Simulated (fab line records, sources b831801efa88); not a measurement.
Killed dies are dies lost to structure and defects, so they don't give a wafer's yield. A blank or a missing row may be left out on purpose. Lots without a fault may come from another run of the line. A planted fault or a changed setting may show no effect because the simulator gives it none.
A struck lot beside a sound one | flow gf180mcu | 18 steps out of a route of 602
Sound: wafers L480.2, L480.4, L480.5. Struck: wafers L487.4, L487.6. The cause comes at the end.
At each step with rows: each side's tool, then ch and its chambers, then its first start. Under that, the readings that differ: sound wafers | struck wafers | difference of the means | sigmas: that difference in standard deviations of wafers without a fault.
alike: readings whose means differ by less than 2 such deviations, and words and numbers that are the same on both sides. not compared: withheld readings, readings that some wafer has no value for, bounds like >300 that may hide the same value, and numbers for which the record gives no deviation and whose values overlap.
The two part at a step that has a row with sigmas, a row that says differs or no value, or rows on one side only. Numbers that don't overlap but have no deviation are shown without sigmas and don't part them. A reading that every wafer of one side lacks parts them only if that side has two wafers or more.

first, 3 steps without rows for these wafers: GF_V4_EXPOSE_11 (exposes mask Via4, target cd 260 nm); GF_V4_PEB_12 (peb time 90 s); GF_V4_DEVELOP_13 (develop time 60 s).
GF_V4_CD_MEAS_14: target cd 260 nm.
  sound on cd_sem-01, day 25 12:10; struck on cd_sem-01, day 27 20:09
  alike: cd_nm
GF_V4_OVL_MEAS_15:
  sound on overlay-02, day 25 12:16; struck on overlay-01, day 27 20:14
  alike: V4_OVL
GF_V4_ETCH_16: etches BARC in N2/H2.
  sound on rie_diel-02 ch 2,3, day 25 12:18; struck on rie_diel-01 ch 0,2, day 27 20:15
  alike: drypump_motor_current_A, oes_product_au, throttle_valve_pct
then, 1 step without rows for these wafers: GF_V4_ETCH_17 (etches SiO2 in C4F8/O2/Ar, stops on TiN, target depth 630 nm).
GF_V4_STRIP_18: strips in O2/N2.
  sound on plasma_asher-03 ch 0,1, day 25 12:26; struck on plasma_asher-01 ch 0,1, day 27 20:25
  alike: drypump_motor_current_A, heater_power_w, oes_product_au
  not compared: rf_hours_counter_h
then, 2 steps without rows for these wafers: GF_V4_STRIP_19 (strips in post etch residue remover, time 1200 s); GF_V4_CLEAN_20 (cleans in DIW).
GF_V4_SPUTTER_21: material Ti, target thk 15 nm, time 80.02 s.
  sound on pvd_sputter-01, day 25 12:59; struck on pvd_sputter-04, day 27 21:15
  alike: substrate_temp_c, throttle_valve_pct
GF_V4_SPUTTER_22: material TiN, target thk 10 nm, time 40 s.
  sound on pvd_sputter-01, day 25 13:04; struck on pvd_sputter-04, day 27 21:19
  alike: throttle_valve_pct
GF_V4_CVD_23: deposits W, target thk 350 nm, time 104.9 s.
  sound on cvd_w-02 ch 1, day 25 13:05; struck on cvd_w-02 ch 1, day 27 21:23
  reading                          | sound             | struck      | difference | sigmas
  model.W_of_V4_CVD_23.thk_nm (nm) | 345.1 346.4 343.5 | 451.5 457.8 | +109.6     |
  alike: chamber_pressure_Torr, heater_power_w
GF_V4_RS_MEAS_24: measures by four-point-probe.
  sound on film_metro-03, day 25 13:14; struck on film_metro-02, day 27 21:49
  reading          | sound             | struck      | difference | sigmas
  V4_W_RS (ohm/sq) | 0.333 0.331 0.334 | 0.253 0.249 | -0.082     | -17
  not compared: hold
GF_V4_THK_MEAS_25: measures by xrf.
  sound on film_metro-03, day 25 13:20; struck on film_metro-02, day 27 23:10
  reading       | sound       | struck  | difference | sigmas
  V4_W_THK (nm) | 341 343 338 | 439 445 | +101       | +21
  not compared: hold
GF_V4_CMP_26: polishes, stops on SiO2, t overpolish 15 s, target thk 0 nm.
  sound on cmp-02 ch 1,2,3, day 25 13:23; struck on cmp-01 ch 2, day 28 06:17
  reading | sound | struck                                            | difference                   | sigmas
  hold    | - - - | await_dispo/7.1h/release await_dispo/7.1h/release | no value on the sound wafers |
  alike: motor_current_A, time_to_endpoint_s
GF_MIM_SPUTTER_00: material Ti, target thk 37.5 nm, time 150 s.
  sound on pvd_sputter-02, day 25 13:41; struck on pvd_sputter-03, day 28 06:35
  alike: substrate_temp_c, throttle_valve_pct
GF_PASSIVATION_PROBE_99:
  the record has rows for the sound wafers here (prober-01, day 30 01:32) and none for the struck ones

WHERE THEY PART
First at GF_V4_RS_MEAS_24; last, within this record, at GF_PASSIVATION_PROBE_99.

WHY: what the simulator had put in
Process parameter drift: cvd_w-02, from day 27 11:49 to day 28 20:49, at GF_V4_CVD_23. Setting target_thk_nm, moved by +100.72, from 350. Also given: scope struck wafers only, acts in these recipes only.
